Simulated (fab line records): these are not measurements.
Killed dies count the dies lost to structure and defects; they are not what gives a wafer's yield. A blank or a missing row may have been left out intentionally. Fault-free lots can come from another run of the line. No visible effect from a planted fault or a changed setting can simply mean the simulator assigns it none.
Problem report in the 8D (eight disciplines) form, filled by code -- flow gf180mcu -- the parts of the form that need people (team, actions taken, sign-off) are left out

1. PROBLEM STATEMENT
CONTACT_CVD_02_THK at GF_CONTACT_THK_MEAS_03 reads a mean of 1358 nm on 1 wafer of 1 lot; wafers without a fault read 856 nm with a standard deviation of 12. That is +42 standard deviations from the usual mean.
Seen first at day 18 20:13 on film-metro-03, wafer L776.6. The record holds 39 wafers of 13 lots with a number at this step. Rule for "out" (also "out of limits"): further than 4 standard deviations from the usual mean. The rest of the wafers with a number are treated as sound.

2. WHAT IT IS AND WHAT IT IS NOT
question,is,is not
which readings at this step,CONTACT_CVD_02_THK,-
which lots,L776,"L765, L766, L769, L770, L771, L778, L783, L784, L785, L786, L787, L788"
which wafers of those lots,L776.6,"L776.4, L776.5"
read on which gauges,film-metro-03,"film-metro-01, film-metro-04"
when,from day 18 20:13,"up to then (17 sound wafers); but 21 sound wafers of L778, L783, L784, L785, L786, L787, L788 came after"

3. THE SUSPECTS, EACH WITH WHAT RULES IT OUT
Counting: if a tool at a process step up to the reading ran every lot that is out, it stays a suspect. Sound lots after the first of them don't rule it out here, since some wafers of a struck lot are sound.
- ruled out: the gauge at GF_CONTACT_THK_MEAS_03. All the wafers that are out were read on film-metro-03, but those of them that GF_CONTACT_CMP_04 has rows for are out there too, on other tools.
- pecvd-02 at GF_CONTACT_CVD_02 (deposits SiO2 from TEOS, target thk 860 nm, time 95.992 s): kept. L776, the lot that is out, went through it at day 18 20:08; up to then, the latest sound lot through it was L765 at day 15 05:08.
- Within pecvd-02 at GF_CONTACT_CVD_02: the wafers that are out ran in chamber 2; their sound lot-mates ran in chambers 0, 1.
After counting, what remains is pecvd-02 at GF_CONTACT_CVD_02.

4. THE CAUSE (what the simulator had put in)
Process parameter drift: pecvd-02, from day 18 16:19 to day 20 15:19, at GF_CONTACT_CVD_02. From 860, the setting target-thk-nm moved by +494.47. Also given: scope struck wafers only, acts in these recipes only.
Only this tool survived the counting.

5. THE CHAIN OF EFFECTS, in route order
Rows list readings where the struck wafers' mean (over those with a number) sits beyond 3 standard deviations from the usual. Readings are gone through only where the record gives a usual standard deviation; hours: the median, over the lots, of the time from a lot's start at the first step in this table giving one to that lot's start at this step; sigmas: the change measured in usual standard deviations.
hours,step,reading,usual,on struck wafers,change,sigmas
0,GF_CONTACT_THK_MEAS_03,CONTACT_CVD_02_THK,856 nm,1358,+502,+42
0,GF_CONTACT_CMP_04,time-to-endpoint-s,104 s,272,+168,+29
Process steps it contains:
- GF_CONTACT_CMP_04: polishes SiO2.
At these later measuring or inspecting steps, every struck wafer for which the step has a row has a number for every such reading, and none has moved that far: GF_CONTACT_CD_MEAS_14.

6. WHAT WOULD HAVE CAUGHT IT SOONER
4 hours passed between the start of the fault at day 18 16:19 and the first reading out of limits at a measuring or inspecting step in this record, taken at day 18 20:13.
Tool readings at GF_CONTACT_CVD_02 with a usual standard deviation given in the record: none out on any struck wafer, hence no alarm at a limit of 4 standard deviations on them.
All the lots that are out (1) had begun GF_CONTACT_CVD_02 on pecvd-02 by day 18 20:13. Had the tool been put on hold then, not one of them would have been saved.
